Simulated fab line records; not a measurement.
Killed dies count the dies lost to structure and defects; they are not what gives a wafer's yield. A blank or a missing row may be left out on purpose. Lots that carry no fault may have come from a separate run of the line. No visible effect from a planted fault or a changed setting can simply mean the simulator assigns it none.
A single fault, viewed from 2 desks || flow sky130 || each desk holds nothing but its own numbers, with what lay behind them at the end

## METROLOGY DESK
What the gauges read, lot by lot, whatever tool the lot ran on: means of the sampled wafers that have a number. The brackets show how far a lot's mean lies from the usual mean; more than 4 standard deviations puts the lot out of limits, marked OUT.
Columns: A = POLY_GATE_CVD_00_THK at SKY_POLY_GATE_THK_MEAS_01, usual 179.3 nm; B = cdNm at SKY_POLY_GATE_CD_MEAS_13, usual 149.8 nm; C = LDD_N_TW at SKY_LDD_N_TW_MEAS_17, usual 2585
{"lot": "L362", "first seen here": "day 14 05:23", "A": 181.4, "B": 148.3, "C": 2560}
{"lot": "L363", "first seen here": "day 14 12:19", "A": 180.1, "B": 150.7, "C": 2624}
{"lot": "L364", "first seen here": "day 14 21:46", "A": 181.6, "B": 148.1, "C": 2610}
{"lot": "L366", "first seen here": "day 15 02:13", "A": 179.6, "B": 151.2, "C": 2556}
{"lot": "L367", "first seen here": "day 16 00:57", "A": 181.2, "B": 146.1, "C": 2578}
{"lot": "L370", "first seen here": "day 16 22:37", "A": 177.7, "B": 149.3, "C": 2601}
{"lot": "L371", "first seen here": "day 17 07:17", "A": 178.5, "B": 150.8, "C": 2559}
{"lot": "L372", "first seen here": "day 17 12:50", "A": 178.8, "B": 149.4, "C": 2579}
{"lot": "L379", "first seen here": "day 20 09:08", "A": 180.3, "B": 149.9, "C": 2580}
{"lot": "L380", "first seen here": "day 20 13:16", "A": 179.3, "B": 151.0, "C": "2806 (+7.6) OUT"}
{"lot": "L382", "first seen here": "day 20 22:03", "A": 177.1, "B": 149.8, "C": "2904 (+11) OUT"}
{"lot": "L383", "first seen here": "day 21 11:20", "A": 178.9, "B": 151.2, "C": 2577}
{"lot": "L384", "first seen here": "day 21 14:05", "A": 176.2, "B": 148.1, "C": 2623}
{"lot": "L385", "first seen here": "day 22 03:10", "A": 181.5, "B": 149.8, "C": 2582}
This desk's finding: out of limits on L380, L382; first on L380, day 24 13:25 (LDD_N_TW at SKY_LDD_N_TW_MEAS_17). In limits: L362, L363, L364, L366, L367, L370, L371, L372, L379, L383, L384, L385.

## AT THE TOOL OWNER'S DESK: implanter-01
SKY_LDD_N_IMPLANT_10, tool's own readings: per-lot mean of the sampled wafers with a number, covering each lot this tool ran. The brackets show how far a lot's mean lies from the usual mean; more than 4 standard deviations puts the lot out of limits, marked OUT.
Columns: A = beamOnS at SKY_LDD_N_IMPLANT_10, usual 10.00 s; B = doseIonsCm2 at SKY_LDD_N_IMPLANT_10, usual 7.5e+13; C = faradayCurrentUA at SKY_LDD_N_IMPLANT_10, usual 423; D = rotationDeg at SKY_LDD_N_IMPLANT_10, usual 203.00 degrees
{"lot": "L362", "first seen here": "day 17 23:35", "A": 10.07, "B": 7.5e+13, "C": 420, "D": 203.05}
{"lot": "L364", "first seen here": "day 18 16:14", "A": 10.02, "B": 7.5e+13, "C": 423, "D": 203.00}
{"lot": "L366", "first seen here": "day 18 22:22", "A": 10.09, "B": 7.5e+13, "C": 419, "D": 203.01}
{"lot": "L367", "first seen here": "day 19 22:18", "A": 10.09, "B": 7.5e+13, "C": 419, "D": 203.02}
{"lot": "L370", "first seen here": "day 20 20:29", "A": 10.04, "B": 7.5e+13, "C": 421, "D": 202.93}
{"lot": "L371", "first seen here": "day 21 07:33", "A": 9.91, "B": 7.5e+13, "C": 427, "D": 202.96}
{"lot": "L372", "first seen here": "day 21 13:02", "A": 9.85, "B": 7.5e+13, "C": 430, "D": 203.03}
{"lot": "L379", "first seen here": "day 24 10:44", "A": 10.07, "B": 7.5e+13, "C": 421, "D": 203.00}
{"lot": "L380", "first seen here": "day 24 12:26", "A": "33.45 (+99 or more) OUT", "B": "3.5e+14 (+99 or more) OUT", "C": "581 (+18) OUT", "D": 203.01}
{"lot": "L382", "first seen here": "day 24 20:24", "A": "33.26 (+99 or more) OUT", "B": "3.5e+14 (+99 or more) OUT", "C": "584 (+19) OUT", "D": 203.00}
This desk finds L380, L382 out of limits, L380 being first, at day 24 12:26 (beamOnS at SKY_LDD_N_IMPLANT_10). In limits: L362, L364, L366, L367, L370, L371, L372, L379.

## PUT TOGETHER
On L380, L382, at day 24 12:26, an alarm was possible from the tool owner's desk.
The metrology desk could have raised an alarm at day 24 13:25, on L380, L382.
All the named lots went through SKY_LDD_N_IMPLANT_10 on implanter-01.

## WHAT THE SIMULATOR PUT IN
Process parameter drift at SKY_LDD_N_IMPLANT_10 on implanter-01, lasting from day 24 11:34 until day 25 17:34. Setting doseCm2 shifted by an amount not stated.
Lots struck among those shown: L380, L382.
Time in hours from fault onset to the first out-of-limits reading at each desk: tool owner's desk 1, metrology desk 2.
